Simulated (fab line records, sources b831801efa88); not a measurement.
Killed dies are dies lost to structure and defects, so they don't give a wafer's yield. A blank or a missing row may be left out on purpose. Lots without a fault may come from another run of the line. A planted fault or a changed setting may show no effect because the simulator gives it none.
A struck lot beside a sound one | flow gf180mcu | 15 steps out of a route of 602
Sound: wafers L292.2, L292.4, L292.5. Struck: wafer L291.5. (L291.6 of the same lot was not struck and is left out.) The cause comes at the end.
At each step with rows: each side's tool, then ch and its chambers, then its first start. Under that, the readings that differ: sound wafers | struck wafers | difference of the means | sigmas: that difference in standard deviations of wafers without a fault.
alike: readings whose means differ by less than 2 such deviations, and words and numbers that are the same on both sides. not compared: withheld readings, readings that some wafer has no value for, bounds like >300 that may hide the same value, and numbers for which the record gives no deviation and whose values overlap.
The two part at a step that has a row with sigmas, a row that says differs or no value, or rows on one side only. Numbers that don't overlap but have no deviation are shown without sigmas and don't part them. A reading that every wafer of one side lacks parts them only if that side has two wafers or more.

GF_V2_CD_MEAS_14: target cd 260 nm.
  sound on cd_sem-02, day 27 19:43; struck on cd_sem-02, day 27 14:38
  alike: cd_nm
GF_V2_OVL_MEAS_15:
  sound on overlay-01, day 27 19:49; struck on overlay-02, day 27 14:41
  alike: V2_OVL
then, 1 step without rows for these wafers: GF_V2_ETCH_16 (etches BARC in N2/H2).
GF_V2_ETCH_17: etches SiO2 in C4F8/O2/Ar, stops on TiN, target depth 630 nm.
  sound on rie_diel-02 ch 0,2,3; struck on rie_diel-01 ch 3
  alike: oes_product_au
then, 3 steps without rows for these wafers: GF_V2_STRIP_18 (strips in O2/N2); GF_V2_STRIP_19 (strips in post etch residue remover, time 1200 s); GF_V2_CLEAN_20 (cleans in DIW).
GF_V2_SPUTTER_21: material Ti, target thk 15 nm, time 80.02 s.
  sound on pvd_sputter-01, day 27 20:33; struck on pvd_sputter-01, day 27 15:24
  alike: throttle_valve_pct
GF_V2_SPUTTER_22: material TiN, target thk 10 nm, time 40 s.
  sound on pvd_sputter-01, day 27 20:37; struck on pvd_sputter-01, day 27 15:27
  alike: throttle_valve_pct
GF_V2_CVD_23: deposits W, target thk 350 nm, time 104.94 s.
  sound on cvd_w-01 ch 0,1, day 27 20:39; struck on cvd_w-01 ch 0, day 27 15:32
  alike: heater_power_w
  not compared: since_wet_clean_h
GF_V2_RS_MEAS_24: measures by four-point-probe.
  sound on film_metro-04, day 27 20:47; struck on film_metro-01, day 27 15:40
  alike: V2_W_RS
GF_V2_THK_MEAS_25: measures by xrf.
  sound on film_metro-04, day 27 20:53; struck on film_metro-01, day 27 15:44
  reading       | sound       | struck | difference | sigmas
  V2_W_THK (nm) | 336 342 335 | 353    | +15        | +3
GF_V2_CMP_26: polishes, stops on SiO2, t overpolish 15 s, target thk 0 nm.
  sound on cmp-01 ch 1,2,3, day 27 21:02; struck on cmp-02 ch 2, day 27 15:58
  reading                | sound    | struck | difference | sigmas
  time_to_endpoint_s (s) | 85 84 83 | 50     | -34        | -8
  alike: motor_current_A, overpolish_run_s, retaining_ring_pressure_frac, slurry_flow_ml_min
GF_M3_SPUTTER_00: material Ti, target thk 37.5 nm, time 150 s.
  sound on pvd_sputter-03, day 27 21:14; struck on pvd_sputter-02, day 27 16:07
  alike: throttle_valve_pct
GF_PASSIVATION_PROBE_99:
  the record has rows for the sound wafers here (prober-01, day 35 04:08) and none for the struck ones

WHERE THEY PART
First at GF_V2_THK_MEAS_25; last, within this record, at GF_PASSIVATION_PROBE_99.

WHY: what the simulator had put in
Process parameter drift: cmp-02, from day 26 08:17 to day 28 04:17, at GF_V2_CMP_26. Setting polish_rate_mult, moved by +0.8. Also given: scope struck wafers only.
